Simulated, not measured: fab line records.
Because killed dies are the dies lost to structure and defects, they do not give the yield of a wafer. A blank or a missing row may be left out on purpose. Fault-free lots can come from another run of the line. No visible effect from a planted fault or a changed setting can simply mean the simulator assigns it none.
Problem report in the 8D (eight disciplines) form, filled by code    flow sky130    the parts of the form that need people (team, actions taken, sign-off) are left out

== 1. PROBLEM STATEMENT ==
FIELD_ISO_CVD_24_THK at SKY_FIELD_ISO_THK_MEAS_25 reads a mean of 930 nm on 2 wafers of 2 lots; wafers without a fault read 593 nm with a standard deviation of 5.1. Measured from the usual mean, that is +66 standard deviations.
First observed at day 4 04:01: wafer L792.2, on film_metro-01. The record holds 36 wafers of 12 lots with a number at this step. Rule for "out" (also "out of limits"): further than 4 standard deviations from the usual mean. Any other wafer with a number is counted as sound.

== 2. WHAT THIS IS AND IS NOT ==
question                     is                            is not
which readings at this step  FIELD_ISO_CVD_24_THK          -
which lots                   L792, L793                    L784, L785, L786, L797, L799, L800, L802, L803, L806, L807
which wafers of those lots   L792.2, L793.5                L792.3, L792.6, L793.3, L793.4
read on which gauges         film_metro-01, film_metro-02  film_metro-03
when                         from day 4 04:01              up to then (11 sound wafers); but 23 sound wafers of L793, L797, L799, L800, L802, L803, L806, L807 came after

== 3. SUSPECTS, AND WHAT RULES EACH OUT ==
Counting: a tool at a process step up to the reading stays a suspect if it ran every lot that is out. Sound lots after the first of them don't rule it out here, since some wafers of a struck lot are sound.
- the gauge at SKY_FIELD_ISO_THK_MEAS_25: ruled out. The wafers that are out were read on 2 gauges (film_metro-01, film_metro-02).
- hdpcvd-02 at SKY_FIELD_ISO_CVD_24 (deposits SiO2, target thk 595 nm, time 99.2 s): kept. It ran every lot that is out, first L792 (day 4 03:56); its last sound lot up to then is L785 (day 2 19:11).
The count leaves hdpcvd-02 at SKY_FIELD_ISO_CVD_24.

== 4. THE CAUSE (what the simulator had put in) ==
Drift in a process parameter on hdpcvd-02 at SKY_FIELD_ISO_CVD_24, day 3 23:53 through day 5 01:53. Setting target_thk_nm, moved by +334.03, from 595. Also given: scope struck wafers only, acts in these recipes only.
Counting left only this tool.

== 5. THE EFFECT CHAIN, in route order ==
Rows list readings where the struck wafers' mean (over those with a number) sits beyond 3 standard deviations from the usual. Only readings for which the record gives a usual standard deviation are gone through. hours: the time from each lot's start at the first step in this table that gives one to its start at this step, as a median over the lots. sigmas: the change in usual standard deviations.
hours  step                       reading               usual   on struck wafers  change  sigmas
0      SKY_FIELD_ISO_THK_MEAS_25  FIELD_ISO_CVD_24_THK  593 nm  930               +338    +66
4      SKY_FIELD_ISO_CMP_27       time_to_endpoint_s    111 s   170               +59     +17
Process steps it contains:
- SKY_FIELD_ISO_CMP_27: polishes, stops on Si3N4, t overpolish 16 s, target thk 457.8 nm.
Later measuring or inspecting steps at which every struck wafer that the step has a row for has a number for every such reading, and none has moved that far: SKY_NWELL_THK_MEAS_02, SKY_VT_ADJUST_NCORE_CD_MEAS_07.

== 6. WHAT WOULD HAVE CAUGHT IT SOONER ==
In this record the first reading out of limits at a measuring or inspecting step was taken at day 4 04:01, 4 hours after the fault began at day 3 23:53.
Lots out: 2; of these, L793 started SKY_FIELD_ISO_CVD_24 on hdpcvd-02 after day 4 04:01. Putting the tool on hold at that point would have spared it.
